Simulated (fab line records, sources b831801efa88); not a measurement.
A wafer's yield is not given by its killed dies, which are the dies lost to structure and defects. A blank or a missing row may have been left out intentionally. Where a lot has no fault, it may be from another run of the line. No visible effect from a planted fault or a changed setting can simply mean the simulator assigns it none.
Which tool was responsible? | flow gf180mcu | 13 lots (39 wafers sampled), 1 step of a 602-step route

## WHAT THE GAUGES READ, wafer by wafer
GF_M1_RS_MEAS_05: a four-point-probe measurement. Usual: M1_ALCU_RS gives 0.0694 ohm/sq (standard deviation 0.00072).
lot  | measured     | on            | M1_ALCU_RS (ohm/sq)  | flag
L181 | day 16 18:49 | film-metro-01 | 0.0702 0.0699 0.0697 |
L182 | day 16 22:14 | film-metro-02 | 0.0696 0.0688 0.0687 |
L184 | day 17 20:17 | film-metro-03 | 0.0697 0.0692 0.0693 |
L185 | day 17 20:38 | film-metro-03 | 0.0685 0.0693 0.0682 |
L186 | day 18 08:23 | film-metro-03 | 0.0695 0.0710 0.0705 |
L189 | day 19 09:17 | film-metro-01 | 0.0696 0.0698 0.0688 |
L191 | day 20 05:15 | film-metro-02 | 0.0697 0.0701 0.0697 |
L196 | day 22 01:16 | film-metro-03 | 0.0693 0.0685 0.0699 |
L197 | day 22 04:49 | film-metro-02 | 0.0694 0.0684 0.0700 |
L199 | day 23 00:42 | film-metro-02 | 0.0698 0.0691 0.0706 |
L200 | day 23 06:02 | film-metro-02 | 0.0692 0.0701 0.0697 |
L202 | day 23 22:35 | film-metro-01 | 0.0689 0.0682 0.0700 |
L203 | day 24 11:24 | film-metro-02 | 0.0698 0.0707 0.0695 |

## WHAT TOOL EACH LOT RAN ON (gives the tool, then ch and the chambers of the sampled wafers, and finally the start)
Before these readings, the record contains no process step.

## WHAT THE TOOLS THEMSELVES READ (means of the sampled wafers that have a number; where no wafer has one, the mark that the record gives instead)
The record holds no such reading with a usual standard deviation.

## THE ANSWER, worked out from the rows above alone
Rule: a lot is off if the mean of its wafers that have a number lies more than 3 standard deviations from the usual mean. A lot without any number at a reading at which 4 lots or more have one is off too. Where the step has rows for the other lots, those lots are counted as sound. The gauges are gone through in route order, then the tools' own readings, and for those a lot's mean is taken as printed above. The first step at which some lot is off is used, and at that step the reading that is off furthest; a lot without a number counts as furthest.
Across all readings shown, no lot is off: no conclusion can be drawn from this.

## WHAT WAS PUT IN BY THE SIMULATOR
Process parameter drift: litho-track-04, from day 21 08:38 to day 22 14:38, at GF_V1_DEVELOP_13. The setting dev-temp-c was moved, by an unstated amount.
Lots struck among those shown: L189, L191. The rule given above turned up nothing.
